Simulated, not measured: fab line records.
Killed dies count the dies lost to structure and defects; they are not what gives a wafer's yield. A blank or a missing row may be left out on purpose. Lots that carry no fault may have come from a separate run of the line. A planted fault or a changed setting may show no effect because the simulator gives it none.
The tool behind it: which one?	flow sky130	Sampling: 12 lots, 36 wafers, 2 of 708 route steps

## WHAT THE GAUGES SHOWED, per wafer
SKY_CAPM_THK_MEAS_01.
lot	measured	on	CAPM_CVD_00_THK (nm)
L075	day 36 14:50	film-metro-03	15.54 15.41 15.79
L077	day 37 04:43	film-metro-03	15.37 15.42 15.24
L079	day 37 21:34	film-metro-04	15.50 15.33 15.76
L081	day 38 14:09	film-metro-02	15.18 15.86 15.72
L083	day 39 10:16	film-metro-03	15.43 15.57 15.85
L085	day 39 19:58	film-metro-02	15.66 15.56 15.76
L087	day 40 12:17	film-metro-03	15.74 15.73 15.63
L089	day 41 02:22	film-metro-04	15.54 15.71 15.48
L092	day 41 20:58	film-metro-03	15.77 15.67 15.92
L093	day 42 05:02	film-metro-04	15.56 15.52 15.86
L095	day 42 16:11	film-metro-03	15.45 15.89 15.81
L097	day 43 03:47	film-metro-04	15.34 15.60 15.91

## WHAT TOOL EACH LOT RAN ON (gives the tool, then ch and the chambers of the sampled wafers, and finally the start)
lot	SKY_VIA1_ETCH_15
L075	rie-diel-01 ch 0,1,3, day 34 06:04
L077	rie-diel-04 ch 1,3, day 34 19:29
L079	rie-diel-04 ch 0,2, day 35 12:50
L081	rie-diel-04 ch 0,1,3, day 36 06:55
L083	rie-diel-01 ch 1,2,3, day 37 02:30
L085	rie-diel-02 ch 0,1,2, day 37 13:41
L087	rie-diel-02 ch 1,2, day 38 06:41
L089	rie-diel-01 ch 0,2,3, day 38 21:26
L092	rie-diel-02 ch 0,1,3, day 39 16:29
L093	rie-diel-04 ch 0,2,3, day 40 00:14
L095	rie-diel-04 ch 0,2, day 40 11:53
L097	rie-diel-04 ch 1,2,3, day 40 23:20
- SKY_VIA1_ETCH_15: etches SiO2 in C4F8/O2/Ar, stops on TiN, target depth 351 nm, time 54 s.

## THE ANSWER, worked out from the rows above alone
Rule: usual is defined by the lots themselves. Put in order of their means at a reading, lots are off if they are a third of the lots or fewer, leave a main group of 4 or more, and stand apart from it by a gap of 3 or more times the standard deviation of the main group's means; of several such gaps the widest counts. Not used: any main group whose means are identical at the precision the tables above print for the reading. A lot without any number at a reading at which 4 lots or more have one is off too. The other lots that the step has rows for count as sound.
No lot is off at any reading shown: from this, nothing can be told.

## WHAT THE SIMULATOR HAD PUT IN
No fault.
